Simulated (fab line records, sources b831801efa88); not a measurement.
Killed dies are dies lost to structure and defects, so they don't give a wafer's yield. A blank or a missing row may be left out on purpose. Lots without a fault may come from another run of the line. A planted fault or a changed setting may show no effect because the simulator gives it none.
A struck lot beside a sound one | flow sfq_line | 25 steps out of a route of 325
Sound: wafers L751.3, L751.4, L751.6. Struck: wafer L764.6. (L764.4 of the same lot was not struck and is left out.) The cause comes at the end.
At each step with rows: each side's tool, then ch and its chambers, then its first start. Under that, the readings that differ: sound wafers | struck wafers | difference of the means | sigmas: that difference in standard deviations of wafers without a fault.
alike: readings whose means differ by less than 2 such deviations, and words and numbers that are the same on both sides. not compared: withheld readings, readings that some wafer has no value for, bounds like >300 that may hide the same value, and numbers for which the record gives no deviation and whose values overlap.
The two part at a step that has a row with sigmas, a row that says differs or no value, or rows on one side only. Numbers that don't overlap but have no deviation are shown without sigmas and don't part them. A reading that every wafer of one side lacks parts them only if that side has two wafers or more.

first, 6 steps without rows for these wafers: SFQ_TRILAYER_M7_LITHO_COAT_182 (resist thk 62 nm); SFQ_TRILAYER_M7_LITHO_COAT_177 (resist thk 600 nm); SFQ_TRILAYER_M7_LITHO_SOFTBAKE_181; SFQ_TRILAYER_M7_LITHO_EXPOSE_178 (exposes mask M7, target cd 500 nm); SFQ_TRILAYER_M7_LITHO_PEB_180 (peb time 60 s); SFQ_TRILAYER_M7_LITHO_DEVELOP_179 (time 60 s).
SFQ_M7_OVL_MEAS_945:
  sound on overlay-02, day 73 02:35; struck on overlay-01, day 77 01:05
  alike: M7_OVL
SFQ_TRILAYER_M7_BARC_OPEN_METAL_ETCH_229: etches BARC in O2, target depth 125 nm, time 41.7 s.
  sound on rie_metal-01 ch 0,1, day 73 02:38; struck on rie_metal-04 ch 1, day 77 01:08
  reading               | sound             | struck | difference | sigmas
  oes_product_au (a.u.) | 0.692 0.682 0.689 | 0.674  | -0.014     | -3
  alike: drypump_motor_current_A
  not compared: rf_hours_counter_h
then, 1 step without rows for these wafers: SFQ_TRILAYER_M7_ETCH_METAL_ETCH_180 (etches Nb in Cl2/Ar, stops on SiO2, target depth 240 nm, time 120 s).
SFQ_TRILAYER_M7_STRIP_STRIP_181: strips in O2.
  sound on rie_metal-01 ch 0,1, day 73 03:00; struck on rie_metal-04 ch 1, day 77 01:29
  reading                     | sound       | struck | difference | sigmas
  drypump_motor_current_A (A) | 6.1 5.4 6.1 | 5.2    | -0.7       | -2
  alike: oes_product_au
  not compared: rf_hours_counter_h
then, 1 step without rows for these wafers: SFQ_TRILAYER_M7_STRIP_SOLV_CLEAN_182 (cleans in NMP, time 600 s).
SFQ_TRILAYER_I7_DEP_PECVD_183: deposits SiO2 from SiH4/N2O, time 111.11 s, target thk 500 nm.
  sound on pecvd-01 ch 0,1,2, day 73 03:34; struck on pecvd-03 ch 0, day 77 02:07
  reading                | sound          | struck | difference | sigmas
  throttle_valve_pct (%) | 26.9 26.1 28.9 | 23.0   | -4.3       | -2
  alike: heater_power_w, showerhead_vpp_V
SFQ_TRILAYER_I7_CMP_CMP_184: polishes SiO2.
  sound on cmp-01 ch 0,2, day 73 04:53; struck on cmp-01 ch 2, day 77 07:04
  reading                                             | sound         | struck | difference | sigmas
  time_to_endpoint_s (s)                              | 219 222 228   | 184    | -39        | -5
  model.SiO2_of_TRILAYER_I7_DEP_PECVD_183.thk_nm (nm) | 200 200 199.6 | 249.5  | +49.6      |
  alike: motor_current_A
SFQ_I7_BOW_MEAS_946:
  sound on film_metro-02, day 73 07:56; struck on film_metro-03, day 77 08:07
  alike: I7_BOW
SFQ_TRILAYER_I7_METRO_MEASURE_185:
  sound on film_metro-02, day 73 08:25; struck on film_metro-03, day 77 08:47
  reading     | sound             | struck | difference | sigmas
  thk_nm (nm) | 200.0 200.2 199.6 | 249.4  | +49.5      | +38
then, 6 steps without rows for these wafers: SFQ_TRILAYER_I7_VIA_LITHO_COAT_192 (resist thk 62 nm); SFQ_TRILAYER_I7_VIA_LITHO_COAT_187 (resist thk 650 nm); SFQ_TRILAYER_I7_VIA_LITHO_SOFTBAKE_191; SFQ_TRILAYER_I7_VIA_LITHO_EXPOSE_188 (exposes mask I7, target cd 1000 nm); SFQ_TRILAYER_I7_VIA_LITHO_PEB_190 (peb time 60 s); SFQ_TRILAYER_I7_VIA_LITHO_DEVELOP_189 (time 60 s).
-- the record jumps here: 3 days lie between the struck wafers' starts before and after --
SFQ_I7_OVL_MEAS_947:
  sound on overlay-01, day 73 22:46; struck on overlay-01, day 80 19:08
  alike: I7_OVL
SFQ_TRILAYER_I7_VIA_BARC_OPEN_VIA_ETCH_260: etches BARC in O2, target depth 125 nm, time 41.7 s.
  sound on rie_diel-03 ch 0,1,2, day 73 22:47; struck on rie_diel-04 ch 3, day 80 19:10
  alike: drypump_motor_current_A, oes_product_au
  not compared: rf_hours_counter_h
SFQ_TRILAYER_I7_VIA_ETCH_VIA_ETCH_190: etches SiO2 in CHF3, stops on Nb, target depth 260 nm.
  sound on rie_diel-03 ch 0,1,2, day 73 22:50; struck on rie_diel-04 ch 3, day 80 19:14
  reading                        | sound             | struck | difference | sigmas
  oes_product_au (a.u.)          | 0.855 0.854 0.857 | 0.973  | +0.118     | +23
  model.etch.depth_nm (nm)       | 200 200 199.6     | 249.5  | +49.6      |
  model.I7.feature_depth_nm (nm) | 200 200 199.6     | 249.5  | +49.6      |
  alike: drypump_motor_current_A
SFQ_TRILAYER_I7_VIA_STRIP_STRIP_191: strips in O2.
  sound on rie_metal-04 ch 0,1, day 73 23:09; struck on rie_metal-04 ch 0, day 80 19:30
  alike: drypump_motor_current_A, oes_product_au
  not compared: rf_hours_counter_h

WHERE THEY PART
First at SFQ_TRILAYER_M7_BARC_OPEN_METAL_ETCH_229; last, within this record, at SFQ_TRILAYER_I7_VIA_ETCH_VIA_ETCH_190. Later steps at which nothing parts them and some readings are alike: SFQ_TRILAYER_I7_VIA_STRIP_STRIP_191.

WHY: what the simulator had put in
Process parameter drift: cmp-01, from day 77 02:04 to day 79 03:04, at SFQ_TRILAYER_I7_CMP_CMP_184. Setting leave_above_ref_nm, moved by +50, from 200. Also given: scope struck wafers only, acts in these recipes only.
